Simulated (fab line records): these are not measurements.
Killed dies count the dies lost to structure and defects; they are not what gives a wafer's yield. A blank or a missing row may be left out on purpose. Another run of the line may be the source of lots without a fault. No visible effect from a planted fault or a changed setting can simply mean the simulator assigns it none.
fab line records | flow sfqLine | part 1 of 2: steps 1 to 24 of 33
record lots=5 | wafers=15 | lastDay=91
route steps=325 shown C5@249 M6@251 I6@266 M7@281
lots with no fault: from the same line, run without faults
startH: hours from the record's first day to the start of the lot's first wafer shown | waitH: hours from the lot's prior step to this one | " identical to the entry in the row above | L1.1+2: one row covering several wafers at once | - no value, or no start was given | * or withheld: withheld | < > ~ a bound
route shown NAME@n: NAME is a module with steps in the file, n the number in the route of the first one | usual: mean and standard deviation over wafers with no fault | same: alike in all rows | chamber/n: place in a boat | sites: the reading at each site | _std_site: how widely they spread, as a standard deviation | _edge_site: mean of outer sites minus mean of inner sites | radiusMm: how far each site lies from the wafer's centre | mask NAME#n: copy n | behind: tool/chamber where the wafer was last shaped | hold: why the lot was held/for how many hours/how that ended | device: the n, p or np transistor that did not switch | end of line: tests run on the same wafers once the route is complete | step lacking rows: just its recipe | killed: dies lost to structure and defects at the first sort, not the wafer's yield | map: shows each die of a wafer: x if killed, . if not, _ if none is there
set.NAME: the setting the step ran with; set.NAME@STEP: the setting that earlier step ran with | model.NAME: the simulator's own value behind a step, which no gauge read
lots at some steps of the route; a table a step, a row a wafer
services: from which hour (startH, from the record's first day; less than 0 if before it) a tool's chamber was out of use, for how many hours, and why
## steps
# step SFQ_TRILAYER_C5_STRIP_STRIP_155
# recipe gas=O2 | powerW=200 | platenTempC=40 | overashFraction=0.65 | chemistry=O2 | pressureMtorr=50
# usual chamberPressureMTorr=50.00/0.047 | drypumpMotorCurrentA=5.9/0.46 | oesProductAu=0.997/0.0077
# same overashFraction=0.65
lot.wafer | tool        | chamber | startH  | waitH | chamberPressureMTorr | drypumpMotorCurrentA | oesProductAu | rfHoursCounterH
L077.3    | rieMetal-04 | 0       | 1783.59 | -     | 50.03                | 6.4                  | 0.992        | -
L077.5    | "           | 0       | "       | "     | 49.99                | 6.5                  | 0.998        | -
L077.6    | "           | 1       | "       | "     | 49.98                | 6.6                  | 0.990        | -
L080.2    | rieMetal-02 | 0       | 1826.59 | -     | 50.00                | 6.1                  | 0.996        | 108
L080.4    | "           | 0       | "       | "     | 49.98                | 6.1                  | 0.995        | -
L080.5    | "           | 0       | "       | "     | 49.96                | 6.1                  | 0.997        | -
L082.1    | rieMetal-02 | 1       | 1830.19 | -     | 49.94                | 5.6                  | 1.001        | 57
L082.2    | "           | 0       | "       | "     | 50.02                | 6.1                  | 0.986        | 109
L082.4    | "           | 1       | "       | "     | 50.02                | 5.6                  | 0.987        | -
L090.1    | rieMetal-02 | 1       | 1856.39 | -     | 49.95                | 5.6                  | 1.008        | 62
L090.2    | "           | 0       | "       | "     | 49.99                | 6.0                  | 1.000        | 113
L090.6    | "           | 1       | "       | "     | 49.98                | 5.6                  | 1.006        | -
L095.2    | rieMetal-01 | 1       | 1882.66 | -     | 49.96                | 5.6                  | 1.005        | 125
L095.3    | "           | 1       | "       | "     | 49.97                | 5.6                  | 1.008        | -
L095.4    | "           | 0       | "       | "     | 50.04                | 5.3                  | 0.991        | -
# step SFQ_TRILAYER_C5_STRIP_SOLV_CLEAN_156
# recipe chemistry=NMP | tempC=70 | timeS=600
# usual bathHeatDutyPct=13.5/1.7
lot.wafer | tool        | chamber | startH  | waitH | bathHeatDutyPct
L077.3    | wetBench-04 | 3       | 1783.99 | 0.2   | 11.2
L077.5    | "           | 1       | "       | "     | 17.0
L077.6    | "           | 2       | "       | "     | 15.2
L080.2    | wetBench-04 | 0       | 1827.19 | 0.4   | 12.4
L080.4    | "           | 7       | "       | "     | 13.4
L080.5    | "           | 4       | "       | "     | 13.7
L082.1    | wetBench-04 | 0       | 1830.79 | 0.4   | 12.5
L082.2    | "           | 4       | "       | "     | 14.0
L082.4    | "           | 3       | "       | "     | 10.4
L090.1    | wetBench-02 | 2       | 1856.99 | 0.4   | 12.1
L090.2    | "           | 7       | "       | "     | 15.5
L090.6    | "           | 5       | "       | "     | 13.4
L095.2    | wetBench-02 | 2       | 1883.26 | 0.4   | 11.4
L095.3    | "           | 3       | "       | "     | 16.2
L095.4    | "           | 0       | "       | "     | 12.5
# step SFQ_TRILAYER_M6_DEP_PRE_CLEAN_158
# recipe gas=Ar | timeS=22.5 | biasV=250
lot.wafer  | tool          | chamber | startH  | waitH
L077.3+5+6 | pvdSputter-06 | -       | 1784.18 | 0.0
L080.2+4+5 | pvdSputter-04 | -       | 1827.36 | 0.0
L082.1+2+4 | pvdSputter-04 | -       | 1830.96 | 0.0
L090.1+2+6 | pvdSputter-06 | -       | 1857.18 | 0.0
L095.2+3+4 | pvdSputter-04 | -       | 1883.45 | 0.0
# step SFQ_TRILAYER_M6_DEP_SPUTTER_157
# recipe material=Nb | basePressurePa=1.33e-06 | chamberPressurePa=0.1333 | substrateTempC=20 | targetThkNm=200 | powerW=2000 | timeS=133.3
# usual basePressurePa=1.32e-06/8.4e-08 | throttleValvePct=30.5/0.97
lot.wafer | tool          | chamber | startH  | waitH | basePressurePa | throttleValvePct
L077.3    | pvdSputter-06 | -       | 1784.21 | 0.0   | 1.48e-06       | 29.9
L077.5    | "             | -       | "       | "     | 1.32e-06       | 30.5
L077.6    | "             | -       | "       | "     | 1.22e-06       | 29.1
L080.2    | pvdSputter-04 | -       | 1827.39 | 0.0   | 1.39e-06       | 29.5
L080.4    | "             | -       | "       | "     | 1.29e-06       | 31.4
L080.5    | "             | -       | "       | "     | 1.36e-06       | 30.6
L082.1    | pvdSputter-04 | -       | 1830.99 | 0.0   | 1.25e-06       | 31.2
L082.2    | "             | -       | "       | "     | 1.27e-06       | 30.7
L082.4    | "             | -       | "       | "     | 1.31e-06       | 31.8
L090.1    | pvdSputter-06 | -       | 1857.21 | 0.0   | 1.34e-06       | 30.0
L090.2    | "             | -       | "       | "     | 1.41e-06       | 30.0
L090.6    | "             | -       | "       | "     | 1.31e-06       | 30.3
L095.2    | pvdSputter-04 | -       | 1883.48 | 0.0   | 1.35e-06       | 29.7
L095.3    | "             | -       | "       | "     | 1.31e-06       | 31.1
L095.4    | "             | -       | "       | "     | 1.37e-06       | 32.2
# step SFQ_M6_RS_MEAS_938
# recipe thkMeasGauge=four-point-probe | reads=Nb_of_TRILAYER_M6_DEP_SPUTTER_157
# usual M6_NB_RS=0.894/0.0075
lot.wafer | tool         | chamber | startH  | waitH | M6_NB_RS[ohm/sq]
L077.3    | filmMetro-02 | -       | 1784.34 | 0.1   | 0.894
L077.5    | "            | -       | "       | "     | 0.885
L077.6    | "            | -       | "       | "     | 0.902
L080.2    | filmMetro-01 | -       | 1827.50 | 0.1   | 0.896
L080.4    | "            | -       | "       | "     | 0.899
L080.5    | "            | -       | "       | "     | 0.893
L082.1    | filmMetro-01 | -       | 1831.08 | 0.0   | 0.895
L082.2    | "            | -       | "       | "     | 0.903
L082.4    | "            | -       | "       | "     | 0.905
L090.1    | filmMetro-04 | -       | 1857.30 | 0.0   | 0.885
L090.2    | "            | -       | "       | "     | 0.888
L090.6    | "            | -       | "       | "     | 0.889
L095.2    | filmMetro-01 | -       | 1883.61 | 0.1   | 0.894
L095.3    | "            | -       | "       | "     | 0.895
L095.4    | "            | -       | "       | "     | 0.893
# step SFQ_TRILAYER_M6_LITHO_COAT_164
# recipe resist=BARC | spinRpm=3000 | resistThkNm=62
# usual spinSpeedRpm=3000.0/2
lot.wafer | tool          | chamber | startH  | waitH | spinSpeedRpm
L077.3    | lithoTrack-01 | 0       | 1784.58 | 0.1   | 3000.5
L077.5    | "             | 0       | "       | "     | 3002.7
L077.6    | "             | 0       | "       | "     | 2999.1
L080.2    | lithoTrack-03 | 0       | 1827.71 | 0.1   | 2998.8
L080.4    | "             | 0       | "       | "     | 3000.2
L080.5    | "             | 0       | "       | "     | 2999.6
L082.1    | lithoTrack-01 | 0       | 1831.26 | 0.1   | 3001.4
L082.2    | "             | 0       | "       | "     | 3001.4
L082.4    | "             | 0       | "       | "     | 3000.9
L090.1    | lithoTrack-01 | 0       | 1857.48 | 0.1   | 3000.0
L090.2    | "             | 0       | "       | "     | 2997.2
L090.6    | "             | 0       | "       | "     | 3001.0
L095.2    | lithoTrack-01 | 0       | 1883.82 | 0.1   | 2999.1
L095.3    | "             | 0       | "       | "     | 3003.2
L095.4    | "             | 0       | "       | "     | 3000.5
# step SFQ_TRILAYER_M6_LITHO_COAT_159
# recipe resist=KrF | spinRpm=3000 | resistThkNm=600
# usual spinSpeedRpm=3000.1/2
lot.wafer | tool          | chamber | startH  | waitH | spinSpeedRpm
L077.3    | lithoTrack-01 | 0       | 1784.88 | 0.2   | 2997.7
L077.5    | "             | 0       | "       | "     | 3000.5
L077.6    | "             | 0       | "       | "     | 2996.7
L080.2    | lithoTrack-03 | 0       | 1828.01 | 0.2   | 3000.3
L080.4    | "             | 0       | "       | "     | 3001.3
L080.5    | "             | 0       | "       | "     | 3001.1
L082.1    | lithoTrack-01 | 0       | 1831.56 | 0.2   | 3000.6
L082.2    | "             | 0       | "       | "     | 2996.4
L082.4    | "             | 0       | "       | "     | 3001.8
L090.1    | lithoTrack-01 | 0       | 1857.78 | 0.2   | 3001.1
L090.2    | "             | 0       | "       | "     | 2999.7
L090.6    | "             | 0       | "       | "     | 3000.8
L095.2    | lithoTrack-01 | 0       | 1884.12 | 0.2   | 3000.2
L095.3    | "             | 0       | "       | "     | 2999.1
L095.4    | "             | 0       | "       | "     | 2999.3
# step SFQ_TRILAYER_M6_LITHO_SOFTBAKE_163
# recipe tempC=withheld | timeS=withheld | resist=KrF
lot.wafer  | tool          | chamber | startH  | waitH
L077.3+5+6 | lithoTrack-01 | 0       | 1785.13 | 0.2
L080.2+4+5 | lithoTrack-03 | 0       | 1828.29 | 0.2
L082.1+2+4 | lithoTrack-01 | 0       | 1831.86 | 0.2
L090.1+2+6 | lithoTrack-01 | 0       | 1858.08 | 0.2
L095.2+3+4 | lithoTrack-01 | 0       | 1884.39 | 0.2
# step SFQ_TRILAYER_M6_LITHO_EXPOSE_160
# recipe maskId=M6 | na=0.6 | sourceShape=conventional | sigmaOuter=0.65 | targetCdNm=500 | doseMj=14.4
# usual focusOffsetNm=0.0/0.5 | stageVelMmS=499.99/0.27
lot.wafer | tool          | chamber | startH  | waitH | mask | focusOffsetNm | stageVelMmS
L077.3    | krfScanner-02 | 0       | 1785.83 | -     | M6#0 | 0.8           | 499.71
L077.5    | "             | 0       | "       | "     | M6#0 | 0.7           | 499.38
L077.6    | "             | 0       | "       | "     | M6#0 | -0.2          | 499.83
L080.2    | krfScanner-02 | 0       | 1829.76 | -     | M6#0 | 0.4           | 499.90
L080.4    | "             | 0       | "       | "     | M6#0 | 0.5           | 499.57
L080.5    | "             | 0       | "       | "     | M6#0 | -0.2          | 499.98
L082.1    | krfScanner-02 | 0       | 1833.16 | -     | M6#0 | 1.0           | 499.88
L082.2    | "             | 0       | "       | "     | M6#0 | 0.3           | 499.98
L082.4    | "             | 0       | "       | "     | M6#0 | 0.6           | 499.62
L090.1    | krfScanner-02 | 0       | 1889.66 | -     | M6#0 | -0.8          | 500.32
L090.2    | "             | 0       | "       | "     | M6#0 | -0.6          | 499.49
L090.6    | "             | 0       | "       | "     | M6#0 | -0.6          | 499.48
L095.2    | krfScanner-02 | 0       | 1900.66 | -     | M6#0 | -1.0          | 500.14
L095.3    | "             | 0       | "       | "     | M6#0 | 0.2           | 500.23
L095.4    | "             | 0       | "       | "     | M6#0 | 0.3           | 500.02
# step SFQ_TRILAYER_M6_LITHO_PEB_162
# recipe pebTempC=115 | pebTimeS=60 | resist=KrF
lot.wafer  | tool          | chamber | startH  | waitH
L077.3+5+6 | lithoTrack-01 | 0       | 1786.68 | 0.7
L080.2+4+5 | lithoTrack-04 | 0       | 1830.79 | 0.8
L082.1+2+4 | lithoTrack-04 | 0       | 1834.36 | 1.0
L090.1+2+6 | lithoTrack-03 | 0       | 1890.86 | 1.0
L095.2+3+4 | lithoTrack-01 | 0       | 1901.69 | 0.8
# step SFQ_TRILAYER_M6_LITHO_DEVELOP_161
# recipe timeS=60 | resist=KrF
lot.wafer  | tool          | chamber | startH  | waitH
L077.3+5+6 | lithoTrack-01 | 0       | 1786.83 | 0.1
L080.2+4+5 | lithoTrack-04 | 0       | 1830.94 | 0.1
L082.1+2+4 | lithoTrack-04 | 0       | 1834.51 | 0.1
L090.1+2+6 | lithoTrack-03 | 0       | 1891.01 | 0.1
L095.2+3+4 | lithoTrack-01 | 0       | 1901.84 | 0.1
# step SFQ_M6_OVL_MEAS_940
# usual M6_OVL=1/5
lot.wafer | tool       | chamber | startH  | waitH | M6_OVL[nm]
L077.3    | overlay-02 | -       | 1786.94 | 0.1   | -6
L077.5    | "          | -       | "       | "     | -9
L077.6    | "          | -       | "       | "     | -10
L080.2    | overlay-02 | -       | 1831.07 | 0.1   | 2
L080.4    | "          | -       | "       | "     | -2
L080.5    | "          | -       | "       | "     | 3
L082.1    | overlay-02 | -       | 1834.66 | 0.1   | 4
L082.2    | "          | -       | "       | "     | 0
L082.4    | "          | -       | "       | "     | 2
L090.1    | overlay-01 | -       | 1891.16 | 0.1   | 3
L090.2    | "          | -       | "       | "     | 0
L090.6    | "          | -       | "       | "     | -2
L095.2    | overlay-01 | -       | 1901.97 | 0.1   | -4
L095.3    | "          | -       | "       | "     | -2
L095.4    | "          | -       | "       | "     | 0
# step SFQ_TRILAYER_M6_BARC_OPEN_METAL_ETCH_206
# recipe maskMaterial=PR | chemistry=O2 | targetDepthNm=125 | target=BARC | icpW=600 | biasW=80 | pressureMtorr=10 | timeS=41.7
# usual chamberPressureMTorr=10.001/0.01 | drypumpMotorCurrentA=5.9/0.35 | oesProductAu=0.686/0.0044
lot.wafer | tool        | chamber | startH  | waitH | chamberPressureMTorr | drypumpMotorCurrentA | oesProductAu | rfHoursCounterH
L077.3    | rieMetal-03 | 0       | 1786.98 | 0.0   | 9.988                | 6.3                  | 0.687        | -
L077.5    | "           | 0       | "       | "     | 9.994                | 6.4                  | 0.684        | -
L077.6    | "           | 1       | "       | "     | 9.996                | 6.0                  | 0.685        | -
L080.2    | rieMetal-03 | 0       | 1831.10 | 0.0   | 10.008               | 6.4                  | 0.678        | 102
L080.4    | "           | 0       | "       | "     | 10.002               | 6.4                  | 0.677        | -
L080.5    | "           | 0       | "       | "     | 9.998                | 6.4                  | 0.682        | -
L082.1    | rieMetal-01 | 1       | 1834.70 | 0.0   | 10.004               | 5.6                  | 0.690        | 116
L082.2    | "           | 0       | "       | "     | 9.995                | 5.4                  | 0.693        | 54
L082.4    | "           | 1       | "       | "     | 10.000               | 5.6                  | 0.685        | -
L090.1    | rieMetal-03 | 0       | 1891.20 | 0.0   | 10.007               | 6.4                  | 0.679        | 114
L090.2    | "           | 1       | "       | "     | 9.994                | 6.0                  | 0.688        | 107
L090.6    | "           | 0       | "       | "     | 9.996                | 6.4                  | 0.693        | -
L095.2    | rieMetal-02 | 1       | 1902.00 | 0.0   | 9.991                | 5.6                  | 0.688        | 69
L095.3    | "           | 0       | "       | "     | 9.997                | 6.1                  | 0.692        | -
L095.4    | "           | 1       | "       | "     | 9.990                | 5.6                  | 0.682        | -
# step SFQ_TRILAYER_M6_ETCH_METAL_ETCH_162
# recipe target=Nb | stopOn=SiO2 | maskMaterial=PR | chemistry=Cl2/Ar | targetDepthNm=240 | icpW=600 | biasW=80 | pressureMtorr=10 | timeS=120
# usual chamberPressureMTorr=9.999/0.01 | drypumpMotorCurrentA=5.9/0.34 | oesProductAu=0.892/0.0066
lot.wafer | tool        | chamber | startH  | waitH | chamberPressureMTorr | drypumpMotorCurrentA | oesProductAu | rfHoursCounterH
L077.3    | rieMetal-03 | 0       | 1787.06 | 0.1   | 9.994                | 6.4                  | 0.881        | -
L077.5    | "           | 0       | "       | "     | 10.017               | 6.4                  | 0.895        | -
L077.6    | "           | 1       | "       | "     | 9.995                | 6.1                  | 0.883        | -
L080.2    | rieMetal-03 | 0       | 1831.16 | 0.0   | 9.988                | 6.4                  | 0.888        | 102
L080.4    | "           | 0       | "       | "     | 9.994                | 6.3                  | 0.891        | -
L080.5    | "           | 0       | "       | "     | 10.005               | 6.4                  | 0.894        | -
L082.1    | rieMetal-01 | 1       | 1834.76 | 0.0   | 10.010               | 5.6                  | 0.886        | 116
L082.2    | "           | 0       | "       | "     | 9.998                | 5.4                  | 0.890        | 54
L082.4    | "           | 1       | "       | "     | 9.991                | 5.6                  | 0.880        | -
L090.1    | rieMetal-03 | 0       | 1891.26 | 0.0   | 10.000               | 6.4                  | 0.890        | 114
L090.2    | "           | 1       | "       | "     | 9.992                | 6.0                  | 0.891        | 107
L090.6    | "           | 0       | "       | "     | 10.011               | 6.4                  | 0.897        | -
L095.2    | rieMetal-02 | 1       | 1902.06 | 0.0   | 10.015               | 5.6                  | 0.896        | 69
L095.3    | "           | 0       | "       | "     | 10.016               | 6.1                  | 0.900        | -
L095.4    | "           | 1       | "       | "     | 9.989                | 5.6                  | 0.898        | -
# step SFQ_TRILAYER_M6_STRIP_STRIP_163
# recipe gas=O2 | powerW=200 | platenTempC=40 | overashFraction=0.65 | chemistry=O2 | pressureMtorr=50
# usual chamberPressureMTorr=50.00/0.045 | drypumpMotorCurrentA=5.9/0.34 | oesProductAu=1.002/0.0077
# same overashFraction=0.65
lot.wafer | tool        | chamber | startH  | waitH | chamberPressureMTorr | drypumpMotorCurrentA | oesProductAu | rfHoursCounterH
L077.3    | rieMetal-03 | 0       | 1787.35 | 0.2   | 50.01                | 6.3                  | 1.005        | -
L077.5    | "           | 0       | "       | "     | 49.99                | 6.3                  | 1.004        | -
L077.6    | "           | 1       | "       | "     | 49.93                | 6.1                  | 1.013        | -
L080.2    | rieMetal-03 | 0       | 1831.28 | 0.1   | 49.97                | 6.3                  | 1.008        | 103
L080.4    | "           | 0       | "       | "     | 49.97                | 6.3                  | 1.010        | -
L080.5    | "           | 0       | "       | "     | 50.01                | 6.4                  | 1.000        | -
L082.1    | rieMetal-01 | 1       | 1834.88 | 0.1   | 50.06                | 5.6                  | 0.991        | 116
L082.2    | "           | 0       | "       | "     | 49.95                | 5.4                  | 0.998        | 54
L082.4    | "           | 1       | "       | "     | 49.87                | 5.6                  | 1.001        | -
L090.1    | rieMetal-03 | 0       | 1891.38 | 0.1   | 50.04                | 6.3                  | 1.001        | 115
L090.2    | "           | 1       | "       | "     | 49.99                | 6.1                  | 1.011        | 107
L090.6    | "           | 0       | "       | "     | 50.07                | 6.4                  | 0.999        | -
L095.2    | rieMetal-02 | 1       | 1902.18 | 0.1   | 49.98                | 5.6                  | 0.979        | 70
L095.3    | "           | 0       | "       | "     | 49.94                | 6.1                  | 0.994        | -
L095.4    | "           | 1       | "       | "     | 50.04                | 5.6                  | 0.994        | -
# step SFQ_TRILAYER_M6_STRIP_SOLV_CLEAN_164
# recipe chemistry=NMP | tempC=70 | timeS=600
# usual bathHeatDutyPct=13.6/1.4
lot.wafer | tool        | chamber | startH  | waitH | bathHeatDutyPct
L077.3    | wetBench-03 | 6       | 1787.75 | 0.2   | 13.1
L077.5    | "           | 3       | "       | "     | 13.9
L077.6    | "           | 0       | "       | "     | 11.9
L080.2    | wetBench-03 | 1       | 1831.88 | 0.4   | 14.5
L080.4    | "           | 2       | "       | "     | 15.4
L080.5    | "           | 4       | "       | "     | 12.0
L082.1    | wetBench-02 | 0       | 1835.48 | 0.4   | 11.9
L082.2    | "           | 4       | "       | "     | 11.6
L082.4    | "           | 3       | "       | "     | 16.0
L090.1    | wetBench-01 | 0       | 1891.98 | 0.4   | 14.3
L090.2    | "           | 2       | "       | "     | 14.3
L090.6    | "           | 7       | "       | "     | 12.4
L095.2    | wetBench-01 | 6       | 1902.78 | 0.4   | 13.0
L095.3    | "           | 0       | "       | "     | 14.7
L095.4    | "           | 5       | "       | "     | 12.8
# step SFQ_TRILAYER_I6_DEP_PECVD_165
# recipe material=SiO2 | tempC=150 | timeS=111.11 | pressureTorr=2.4 | rfW=183.3 | precursor=SiH4/N2O | targetThkNm=500
# usual heaterPowerW=90/12 | showerheadVppV=828/50 | throttleValvePct=24.9/1.2
lot.wafer | tool     | chamber | startH  | waitH | heaterPowerW | showerheadVppV | throttleValvePct
L077.3    | pecvd-02 | 2       | 1787.92 | 0.0   | 104          | 850            | 25.2
L077.5    | "        | 1       | "       | "     | 92           | 868            | 25.5
L077.6    | "        | 0       | "       | "     | 104          | 895            | 23.8
L080.2    | pecvd-02 | 0       | 1832.06 | 0.0   | 104          | 880            | 23.9
L080.4    | "        | 1       | "       | "     | 77           | 892            | 25.4
L080.5    | "        | 0       | "       | "     | 89           | 870            | 23.6
L082.1    | pecvd-03 | 2       | 1835.66 | 0.0   | 69           | 927            | 24.5
L082.2    | "        | 0       | "       | "     | 105          | 820            | 27.9
L082.4    | "        | 1       | "       | "     | 89           | 795            | 24.7
L090.1    | pecvd-02 | 2       | 1892.16 | 0.0   | 106          | 839            | 25.5
L090.2    | "        | 1       | "       | "     | 88           | 874            | 25.4
L090.6    | "        | 1       | "       | "     | 87           | 862            | 25.1
L095.2    | pecvd-02 | 0       | 1902.96 | 0.0   | 98           | 876            | 23.4
L095.3    | "        | 1       | "       | "     | 90           | 875            | 25.2
L095.4    | "        | 2       | "       | "     | 103          | 835            | 25.5
# step SFQ_TRILAYER_I6_CMP_CMP_166
# recipe material=SiO2 | downForcePsi=3 | platenRpm=60 | padVelocityMS=0.94248
# usual motorCurrentA=9.8/0.82 | timeToEndpointS=211/5.9
lot.wafer | tool   | chamber | startH  | waitH | motorCurrentA | timeToEndpointS
L077.3    | cmp-01 | 2       | 1788.50 | 0.5   | 9.6           | 213
L077.5    | "      | 1       | 1790.00 | 2.0   | 9.0           | 215
L077.6    | "      | 2       | "       | "     | 9.5           | 209
L080.2    | cmp-01 | 0       | 1834.18 | 2.1   | 8.5           | 209
L080.4    | "      | 3       | 1835.68 | 3.5   | 10.0          | 215
L080.5    | "      | 0       | "       | "     | 8.3           | 216
L082.4    | cmp-02 | 0       | 1838.22 | 2.5   | 10.1          | 224
L082.2    | "      | 2       | 1839.22 | 3.5   | 9.7           | 212
L082.1    | "      | 3       | "       | "     | 10.8          | 216
L090.2    | cmp-02 | 0       | 1892.74 | 0.5   | 9.8           | 210
L090.1    | "      | 2       | 1893.74 | 1.5   | 9.5           | 208
L090.6    | "      | 3       | "       | "     | 11.3          | 220
L095.4    | cmp-02 | 1       | 1904.84 | 1.8   | 10.5          | 216
L095.3    | "      | 2       | "       | "     | 9.5           | 204
L095.2    | "      | 3       | "       | "     | 11.1          | 207
# step SFQ_I6_BOW_MEAS_941
# recipe mode=bow
# usual I6_BOW=7/10
lot.wafer | tool         | chamber | startH  | waitH | I6_BOW[um]
L077.3    | filmMetro-03 | -       | 1791.04 | 2.0   | -4
L077.5    | "            | -       | "       | "     | 15
L077.6    | "            | -       | "       | "     | 3
L080.2    | filmMetro-03 | -       | 1837.20 | 2.5   | 22
L080.4    | "            | -       | "       | "     | -4
L080.5    | "            | -       | "       | "     | 10
L082.1    | filmMetro-03 | -       | 1841.22 | 1.0   | 4
L082.2    | "            | -       | "       | "     | 7
L082.4    | "            | -       | "       | "     | 7
L090.1    | filmMetro-01 | -       | 1895.24 | 1.0   | -5
L090.2    | "            | -       | "       | "     | 8
L090.6    | "            | -       | "       | "     | 4
L095.2    | filmMetro-03 | -       | 1907.86 | 1.5   | 0
L095.3    | "            | -       | "       | "     | -3
L095.4    | "            | -       | "       | "     | 8
# step SFQ_TRILAYER_I6_METRO_MEASURE_167
# usual thkNm=199.5/1
lot.wafer | tool         | chamber | startH  | waitH | thkNm
L077.3    | filmMetro-03 | -       | 1791.52 | 0.5   | 200.6
L077.5    | "            | -       | "       | "     | 200.8
L077.6    | "            | -       | "       | "     | 198.8
L080.2    | filmMetro-03 | -       | 1837.50 | 0.3   | 198.2
L080.4    | "            | -       | "       | "     | 200.2
L080.5    | "            | -       | "       | "     | 199.6
L082.1    | filmMetro-03 | -       | 1841.34 | 0.1   | 200.3
L082.2    | "            | -       | "       | "     | 199.5
L082.4    | "            | -       | "       | "     | 198.1
L090.1    | filmMetro-01 | -       | 1895.36 | 0.1   | 197.9
L090.2    | "            | -       | "       | "     | 198.1
L090.6    | "            | -       | "       | "     | 198.3
L095.2    | filmMetro-03 | -       | 1908.16 | 0.3   | 199.1
L095.3    | "            | -       | "       | "     | 199.1
L095.4    | "            | -       | "       | "     | 196.8
# step SFQ_TRILAYER_I6_VIA_LITHO_COAT_174
# recipe resist=BARC | spinRpm=3000 | resistThkNm=62
# usual spinSpeedRpm=2999.9/1.8
lot.wafer | tool          | chamber | startH  | waitH | spinSpeedRpm
L077.3    | lithoTrack-04 | 0       | 1792.42 | 0.7   | 3001.1
L077.5    | "             | 0       | "       | "     | 3001.2
L077.6    | "             | 0       | "       | "     | 2999.3
L080.2    | lithoTrack-03 | 0       | 1838.55 | 0.8   | 3001.2
L080.4    | "             | 0       | "       | "     | 3003.1
L080.5    | "             | 0       | "       | "     | 3002.3
L082.1    | lithoTrack-04 | 0       | 1842.54 | 1.0   | 3002.5
L082.2    | "             | 0       | "       | "     | 3001.5
L082.4    | "             | 0       | "       | "     | 2999.0
L090.1    | lithoTrack-02 | 0       | 1896.56 | 1.0   | 3000.6
L090.2    | "             | 0       | "       | "     | 2998.3
L090.6    | "             | 0       | "       | "     | 3003.8
L095.2    | lithoTrack-03 | 0       | 1909.21 | 0.8   | 2998.4
L095.3    | "             | 0       | "       | "     | 2999.5
L095.4    | "             | 0       | "       | "     | 3000.5
# step SFQ_TRILAYER_I6_VIA_LITHO_COAT_169
# recipe resist=KrF | spinRpm=3000 | resistThkNm=650
# usual spinSpeedRpm=2999.8/1.9
lot.wafer | tool          | chamber | startH  | waitH | spinSpeedRpm
L077.3    | lithoTrack-04 | 0       | 1792.72 | 0.2   | 2999.7
L077.5    | "             | 0       | "       | "     | 2999.6
L077.6    | "             | 0       | "       | "     | 2998.2
L080.2    | lithoTrack-03 | 0       | 1838.85 | 0.2   | 2998.0
L080.4    | "             | 0       | "       | "     | 3000.0
L080.5    | "             | 0       | "       | "     | 2999.4
L082.1    | lithoTrack-04 | 0       | 1842.84 | 0.2   | 2998.4
L082.2    | "             | 0       | "       | "     | 2995.5
L082.4    | "             | 0       | "       | "     | 2999.6
L090.1    | lithoTrack-02 | 0       | 1896.86 | 0.2   | 2998.3
L090.2    | "             | 0       | "       | "     | 2999.1
L090.6    | "             | 0       | "       | "     | 3002.0
L095.2    | lithoTrack-03 | 0       | 1909.51 | 0.2   | 2999.1
L095.3    | "             | 0       | "       | "     | 2998.5
L095.4    | "             | 0       | "       | "     | 3000.6
# step SFQ_TRILAYER_I6_VIA_LITHO_SOFTBAKE_173
# recipe tempC=withheld | timeS=withheld | resist=KrF
lot.wafer  | tool          | chamber | startH  | waitH
L077.3+5+6 | lithoTrack-04 | 0       | 1792.97 | 0.2
L080.2+4+5 | lithoTrack-03 | 0       | 1839.12 | 0.2
L082.1+2+4 | lithoTrack-04 | 0       | 1843.14 | 0.2
L090.1+2+6 | lithoTrack-02 | 0       | 1897.16 | 0.2
L095.2+3+4 | lithoTrack-03 | 0       | 1909.78 | 0.2
# step SFQ_TRILAYER_I6_VIA_LITHO_EXPOSE_170
# recipe maskId=I6 | na=0.6 | sourceShape=conventional | sigmaOuter=0.65 | targetCdNm=700 | doseMj=21.3
# usual focusOffsetNm=-0.1/0.52 | stageVelMmS=499.97/0.2
lot.wafer | tool          | chamber | startH  | waitH | mask | focusOffsetNm | stageVelMmS
L077.3    | krfScanner-01 | 0       | 1888.64 | -     | I6#0 | 1.7           | 499.73
L077.5    | "             | 0       | "       | "     | I6#0 | 0.6           | 500.13
L077.6    | "             | 0       | "       | "     | I6#0 | 0.3           | 500.04
L080.2    | krfScanner-01 | 0       | 1929.96 | -     | I6#0 | -0.6          | 499.91
L080.4    | "             | 0       | "       | "     | I6#0 | -0.6          | 499.89
L080.5    | "             | 0       | "       | "     | I6#0 | -1.0          | 500.16
L082.1    | krfScanner-01 | 0       | 1933.36 | -     | I6#0 | -0.8          | 500.25
L082.2    | "             | 0       | "       | "     | I6#0 | -0.6          | 499.76
L082.4    | "             | 0       | "       | "     | I6#0 | -1.1          | 499.91
L090.1    | krfScanner-01 | 0       | 1982.56 | -     | I6#0 | -0.6          | 500.33
L090.2    | "             | 0       | "       | "     | I6#0 | -0.2          | 500.09
L090.6    | "             | 0       | "       | "     | I6#0 | 0.6           | 499.97
L095.2    | krfScanner-01 | 0       | 1993.56 | -     | I6#0 | -1.0          | 500.18
L095.3    | "             | 0       | "       | "     | I6#0 | -0.4          | 500.07
L095.4    | "             | 0       | "       | "     | I6#0 | -0.4          | 500.10
